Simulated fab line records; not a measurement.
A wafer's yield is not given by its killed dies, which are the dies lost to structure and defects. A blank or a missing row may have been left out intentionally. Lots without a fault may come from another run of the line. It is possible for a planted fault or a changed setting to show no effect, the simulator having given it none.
Struck lot and sound lot, side by side :: flow sky130 :: 31 steps out of a route of 708
Sound: wafers L143.3, L143.5, L143.6. Wafers L153.1, L153.2, L153.6 were the ones struck. At the end, the cause is stated.
Order at every step that has rows: each side's tool, ch and its chambers, its first start. Under that, the readings that differ: sound wafers :: struck wafers :: difference of the means :: sigmas: that difference in standard deviations of wafers without a fault.
alike: readings with means less than 2 such deviations apart, plus words and numbers identical on both sides. not compared: withheld readings, readings lacking a value on some wafer, bounds such as >300 that could conceal the same value, and numbers that have no deviation in the record and whose values overlap.
A row with sigmas, a row that says differs or no value, or rows on one side alone: a step with any of these is where the two part. When numbers do not overlap yet have no deviation, they are printed without sigmas and do not part them. A reading missing from all wafers of one side parts the sides only when that side holds two or more wafers.

SKY_PWDE_OVL_MEAS_07:
  sound on overlay-02 at day 4 17:32; struck on overlay-02 at day 7 00:46
  alike: PWDE_OVL
next, for these wafers, 1 step has no rows: SKY_PWDE_IMPLANT_08.
SKY_PWDE_STRIP_09: strips in O2/N2.
  sound on plasma-asher-01 ch 0,1, day 4 17:44; struck on plasma-asher-02 ch 0,1, day 7 00:57
reading: drypump-motor-current-A (A)
sound: 5.1 5.1 5.1
struck: 6.1 5.7 6.1
difference: +0.9
sigmas: +2
  alike: chamber-pressure-mTorr, oes-product-au, strip-time-to-endpoint-s
  not compared: rf-hours-counter-h
SKY_PWDE_TW_MEAS_10:
  sound on film-metro-03 at day 4 17:50; struck on film-metro-01 at day 7 01:04
  alike: PWDE_TW
then, 7 steps without rows for these wafers: SKY_NWELL_DEHYDRATE_03 (time 60 s); SKY_NWELL_HMDS_04 (prime time 60 s); SKY_NWELL_COAT_05 (resist thk 3000 nm); SKY_NWELL_SOFTBAKE_06; SKY_NWELL_EXPOSE_07 (exposes mask NWM, target cd 840 nm); SKY_NWELL_PEB_08; SKY_NWELL_DEVELOP_09 (develop time 61.01 s).
SKY_NWELL_OVL_MEAS_10:
  sound on overlay-01 at day 5 11:04; struck on overlay-02 at day 7 21:12
  alike: NWELL_00_OVL
SKY_NWELL_IMPLANT_11:
  sound on implanter-03 ch 0, day 5 11:08; struck on implanter-02 ch 0, day 7 21:14
  alike: beam-energy-keV
then, 2 steps without rows for these wafers: SKY_NWELL_IMPLANT_12; SKY_NWELL_IMPLANT_13.
SKY_NWELL_STRIP_14: strips in O2/N2.
  sound on plasma-asher-03 ch 0,1, day 5 11:34; struck on plasma-asher-03 ch 0,1, day 7 21:41
  alike: chamber-pressure-mTorr, drypump-motor-current-A, oes-product-au, strip-time-to-endpoint-s
  not compared: rf-hours-counter-h
SKY_NWELL_TW_MEAS_15:
  sound on film-metro-04 at day 5 11:39; struck on film-metro-03 at day 7 22:01
reading: NWELL_TW
sound: 1849 1852 1854
struck: 1691 1695 1696
difference: -158
sigmas: -11
  not compared: hold
then, 6 steps without rows for these wafers: SKY_NWELL_HMDS_17 (prime time 60 s); SKY_NWELL_COAT_18 (resist thk 3000 nm); SKY_NWELL_SOFTBAKE_19; SKY_NWELL_EXPOSE_20 (exposes mask NWM COMPLEMENT, target cd 840 nm); SKY_NWELL_PEB_21; SKY_NWELL_DEVELOP_22 (develop time 60 s).
SKY_NWELL_OVL_MEAS_23:
  sound on overlay-02 at day 6 05:01; struck on overlay-02 at day 8 18:17
  alike: NWELL_01_OVL
next, for these wafers, 1 step has no rows: SKY_NWELL_IMPLANT_24.
SKY_NWELL_STRIP_25: strips in O2/N2.
  sound on plasma-asher-03 ch 0,1, day 6 05:14; struck on plasma-asher-03 ch 0,1, day 8 18:29
  alike: chamber-pressure-mTorr, drypump-motor-current-A, oes-product-au, strip-time-to-endpoint-s
  not compared: rf-hours-counter-h
SKY_NWELL_TW_MEAS_26:
  sound on film-metro-04 at day 6 05:19; struck on film-metro-03 at day 8 18:35
  alike: NWELL_2_TW
then, 1 step without rows for these wafers: SKY_NWELL_CLEAN_27 (cleans in SC1/SC2, time 155.1 s).
SKY_NWELL_RTA_28: time 30 s.
  sound on rtp-anneal-01 ch 0, day 6 05:26; struck on rtp-anneal-02 ch 0, day 8 18:41
  alike: anneal-temp-c-max, lamp-power-pct, ramp-up-c-per-s, wafer_temp_C_max
SKY_NWELL_RS_MEAS_29: the measuring method here is four-point-probe.
  sound on film-metro-01 at day 6 05:33; struck on film-metro-01 at day 8 19:15
reading: NWELL_RS (ohm/sq)
sound: 623.9 622.1 623.9
struck: 704.5 703.6 705.6
difference: +81.3
sigmas: +63
  not compared: hold
SKY_PAD_OPEN_PROBE_99:
  sound wafers here have rows in the record (prober-02, day 47 07:10); struck ones have none

WHERE THEY PART
First at SKY_PWDE_STRIP_09; last, within this record, at SKY_PAD_OPEN_PROBE_99.

WHY: what the simulator had put in
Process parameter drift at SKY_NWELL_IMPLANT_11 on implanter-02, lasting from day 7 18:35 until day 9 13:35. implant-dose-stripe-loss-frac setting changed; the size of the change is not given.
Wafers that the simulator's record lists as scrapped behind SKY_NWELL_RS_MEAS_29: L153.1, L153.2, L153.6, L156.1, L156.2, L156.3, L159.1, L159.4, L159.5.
